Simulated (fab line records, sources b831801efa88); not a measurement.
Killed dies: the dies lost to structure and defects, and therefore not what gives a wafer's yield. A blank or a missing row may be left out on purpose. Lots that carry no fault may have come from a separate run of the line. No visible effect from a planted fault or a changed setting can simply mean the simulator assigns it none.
Which of the tools did it? ; flow sky130 ; 13 lots with 39 wafers sampled at 3 steps, on a route of 708 steps

## WHAT EACH GAUGE READ, for each wafer
SKY_CAPM_RS_MEAS_03: a four-point-probe measurement.
lot;measured;on;CAPM_TIN_RS (ohm/sq)
L932;day 37 00:55;film_metro-04;6.88 6.77 6.82
L933;day 37 12:41;film_metro-03;6.91 6.84 6.91
L934;day 37 16:15;film_metro-03;6.89 6.95 6.82
L937;day 39 00:11;film_metro-04;5.84 5.78 6.94
L947;day 41 03:16;film_metro-02;6.88 6.96 6.86
L948;day 41 09:27;film_metro-03;6.87 6.85 6.87
L949;day 41 15:21;film_metro-04;6.94 6.93 6.94
L950;day 41 17:38;film_metro-03;6.96 6.92 6.89
L951;day 42 05:58;film_metro-03;6.90 6.90 6.97
L952;day 42 09:43;film_metro-02;6.86 6.93 6.93
L953;day 42 13:33;film_metro-04;6.92 6.83 6.86
L954;day 42 17:25;film_metro-02;6.80 6.90 6.93
L955;day 43 02:44;film_metro-04;7.01 6.94 6.96

SKY_CAPM_THK_MEAS_04: measures by xrf.
lot;measured;on;CAPM_TIN_THK (nm)
L932;day 37 01:01;film_metro-04;199.8 202.9 202.1
L933;day 37 12:47;film_metro-03;200.7 202.3 201.4
L934;day 37 16:22;film_metro-03;202.2 199.1 203.1
L937;day 39 00:19;film_metro-04;237.0 239.3 200.3
L947;day 41 03:23;film_metro-02;200.5 198.9 199.9
L948;day 41 09:34;film_metro-03;201.4 201.9 200.5
L949;day 41 15:28;film_metro-04;198.2 199.0 198.9
L950;day 41 17:44;film_metro-03;199.1 199.2 200.0
L951;day 42 06:03;film_metro-03;199.1 199.3 198.6
L952;day 42 09:49;film_metro-02;201.8 199.2 198.9
L953;day 42 13:40;film_metro-04;199.6 201.6 200.6
L954;day 42 17:32;film_metro-02;203.0 200.7 199.6
L955;day 43 02:51;film_metro-04;198.6 199.3 198.9

## TOOL THAT RAN EACH LOT (tool first, then ch and the chambers of the sampled wafers, then the start)
lot;SKY_CAPM_SPUTTER_02
L932;pvd_sputter-01, day 37 00:47
L933;pvd_sputter-01, day 37 12:32
L934;pvd_sputter-04, day 37 16:08
L937;pvd_sputter-01, day 39 00:05
L947;pvd_sputter-03, day 41 03:10
L948;pvd_sputter-03, day 41 09:20
L949;pvd_sputter-03, day 41 15:14
L950;pvd_sputter-03, day 41 17:29
L951;pvd_sputter-01, day 42 05:47
L952;pvd_sputter-01, day 42 09:34
L953;pvd_sputter-04, day 42 13:25
L954;pvd_sputter-01, day 42 17:19
L955;pvd_sputter-03, day 43 02:37
- SKY_CAPM_SPUTTER_02: material TiN, target thk 200 nm, time 166.7 s.

## WHAT THE TOOLS THEMSELVES READ (means of the sampled wafers that have a number; where no wafer has one, the mark that the record gives instead)
SKY_CAPM_SPUTTER_02.
lot;tool;throttle_valve_pct (%)
L932;pvd_sputter-01;29.6
L933;pvd_sputter-01;29.2
L934;pvd_sputter-04;30.0
L937;pvd_sputter-01;29.8
L947;pvd_sputter-03;28.6
L948;pvd_sputter-03;29.4
L949;pvd_sputter-03;28.7
L950;pvd_sputter-03;28.0
L951;pvd_sputter-01;29.0
L952;pvd_sputter-01;29.0
L953;pvd_sputter-04;29.7
L954;pvd_sputter-01;29.6
L955;pvd_sputter-03;28.7

## THE ANSWER, worked out from the rows above alone
Rule: what is usual is taken from the lots themselves. Put in order of their means at a reading, lots are off if they are a third of the lots or fewer, leave a main group of 4 or more, and stand apart from it by a gap of 3 or more times the standard deviation of the main group's means; of several such gaps the widest counts. A main group whose means are all the same, to the digits that the tables above print for the reading, isn't used. Also off: a lot with no number at a reading for which 4 or more lots have one. The other lots that the step has rows for count as sound. The gauges are gone through in route order, then the tools' own readings, and for those a lot's mean is taken as printed above. The first step at which some lot is off is used, and at that step the reading that is off furthest; a lot without a number counts as furthest.
Off: at SKY_CAPM_RS_MEAS_03 (CAPM_TIN_RS), L937. The main group has a mean of 6.90 ohm/sq with a standard deviation of 0.037.
If a tool, at a process step before that reading, ran all the lots that are off and no sound lot after the first of them, it fits. The gauges at SKY_CAPM_RS_MEAS_03 are tried like those tools. No candidate that was tried fits.

## WHAT WAS PUT IN BY THE SIMULATOR
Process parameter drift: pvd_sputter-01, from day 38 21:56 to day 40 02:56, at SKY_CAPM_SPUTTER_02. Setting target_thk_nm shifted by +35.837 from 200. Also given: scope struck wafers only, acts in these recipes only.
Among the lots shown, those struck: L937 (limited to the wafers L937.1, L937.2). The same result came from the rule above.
